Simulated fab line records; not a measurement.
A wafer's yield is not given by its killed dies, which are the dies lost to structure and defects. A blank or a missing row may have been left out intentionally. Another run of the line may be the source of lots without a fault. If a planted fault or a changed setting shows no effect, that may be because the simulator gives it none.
Struck lot and sound lot, side by side -- flow sfq-line -- 15 steps out of a route of 325
Sound: these wafers, L133.3, L133.4, L133.6. Struck: wafer L140.2 (left out: L140.4, L140.6 of the same lot, which were not struck); the cause appears at the end.
Per side, at each step with rows, come the tool, then ch with its chambers, and then its first start. Under that, the readings that differ: sound wafers -- struck wafers -- difference of the means -- sigmas: that difference in standard deviations of wafers without a fault.
alike: same words and numbers on both sides, and readings whose means sit less than 2 such deviations apart. not compared: any withheld reading, any reading some wafer has no value for, any bound like >300 that may hide the same value, and any number with overlapping values for which the record gives no deviation.
Wherever a step has rows on one side only, a row that says differs or no value, or a row with sigmas, the two part there. Non-overlapping numbers with no deviation appear without sigmas and do not part them. A reading missing from all wafers of one side parts the sides only when that side holds two or more wafers.

SFQ_TRILAYER_JJ_CE_BARC_OPEN_RIE_150: chemistry O2, target BARC, target depth 240 nm, time 80 s.
  sound on rie-metal-02 ch 0,1, day 55 08:40; struck on rie-metal-02 ch 1, day 61 04:43
reading,sound,struck,difference,sigmas
oes-product-au (a.u.),0.534 0.535 0.540,0.547,+0.011,+2
rf-hours-counter-h (h),- - -,68,no value on the sound wafers,
  alike: drypump-motor-current-A
SFQ_TRILAYER_JJ_CE_ETCH_RIE_118: chemistry SF6, target Nb, stops on Al2O3, time 97.7 s, target depth 170 nm.
  sound on rie-metal-02 ch 0,1, day 55 08:45; struck on rie-metal-02 ch 1, day 61 04:48
reading,sound,struck,difference,sigmas
rf-hours-counter-h (h),- - -,69,no value on the sound wafers,
  alike: drypump-motor-current-A, oes-product-au
next, for these wafers, 1 step has no rows: SFQ_TRILAYER_JJ_ANODIZE_ANODIZE_119.
SFQ_TRILAYER_JJ_CE_STRIP_STRIP_120: strips in O2.
  sound on rie-metal-03 ch 0,1, day 55 09:31; struck on rie-metal-03 ch 0, day 61 05:25
reading,sound,struck,difference,sigmas
oes-product-au (a.u.),0.999 0.984 0.974,1.015,+0.029,+2
rf-hours-counter-h (h),- - -,45,no value on the sound wafers,
  alike: drypump-motor-current-A
then, 7 steps without rows for these wafers: SFQ_TRILAYER_JJ_CE_STRIP_SOLV_CLEAN_121 (cleans in NMP, time 600 s); SFQ_TRILAYER_M5_LITHO_COAT_128 (resist thk 62 nm); SFQ_TRILAYER_M5_LITHO_COAT_123 (resist thk 600 nm); SFQ_TRILAYER_M5_LITHO_SOFTBAKE_127; SFQ_TRILAYER_M5_LITHO_EXPOSE_124 (exposes mask M5, target cd 700 nm); SFQ_TRILAYER_M5_LITHO_PEB_126 (peb time 60 s); SFQ_TRILAYER_M5_LITHO_DEVELOP_125 (time 60 s).
SFQ_M5_OVL_MEAS_932:
  struck on overlay-01, day 61 09:39; sound on overlay-02, day 55 18:12
  alike: M5_OVL
SFQ_TRILAYER_M5_BARC_OPEN_METAL_ETCH_161: etches BARC in O2, target depth 125 nm, time 41.7 s.
  sound on rie-metal-03 ch 0,1, day 55 18:15; struck on rie-metal-03 ch 0, day 61 09:41
reading,sound,struck,difference,sigmas
rf-fwd-power-W (W),595.3 595.0 594.6,839.5,+244.5,+91
rf-hours-counter-h (h),- - -,46,no value on the sound wafers,
model.KrF_of_TRILAYER_M5_LITHO_COAT_123.thk-nm (nm),524.7 525.7 524.9,503.5,-21.6,
  alike: drypump-motor-current-A, oes-product-au
SFQ_TRILAYER_M5_ETCH_METAL_ETCH_126: etches Nb in Cl2/BCl3, stops on SiO2, time 203.2 s, target depth 265 nm.
  sound on rie-metal-03 ch 0,1, day 55 18:21; struck on rie-metal-03 ch 0, day 61 09:44
reading,sound,struck,difference,sigmas
rf-hours-counter-h (h),- - -,46,no value on the sound wafers,
model.KrF_of_TRILAYER_M5_LITHO_COAT_123.thk-nm (nm),368.3 376.4 369.2,346.4,-24.9,
  alike: drypump-motor-current-A, oes-product-au, rf-fwd-power-W
SFQ_TRILAYER_M5_STRIP_STRIP_127: strips in O2.
  sound on rie-metal-03 ch 0,1, day 55 18:41; struck on rie-metal-03 ch 0, day 61 09:56
reading,sound,struck,difference,sigmas
rf-hours-counter-h (h),- - -,46,no value on the sound wafers,
  alike: drypump-motor-current-A, oes-product-au

WHERE THEY PART
Earliest at SFQ_TRILAYER_JJ_CE_BARC_OPEN_RIE_150; latest, in this record, at SFQ_TRILAYER_M5_STRIP_STRIP_127.

WHY: whatever the simulator had introduced
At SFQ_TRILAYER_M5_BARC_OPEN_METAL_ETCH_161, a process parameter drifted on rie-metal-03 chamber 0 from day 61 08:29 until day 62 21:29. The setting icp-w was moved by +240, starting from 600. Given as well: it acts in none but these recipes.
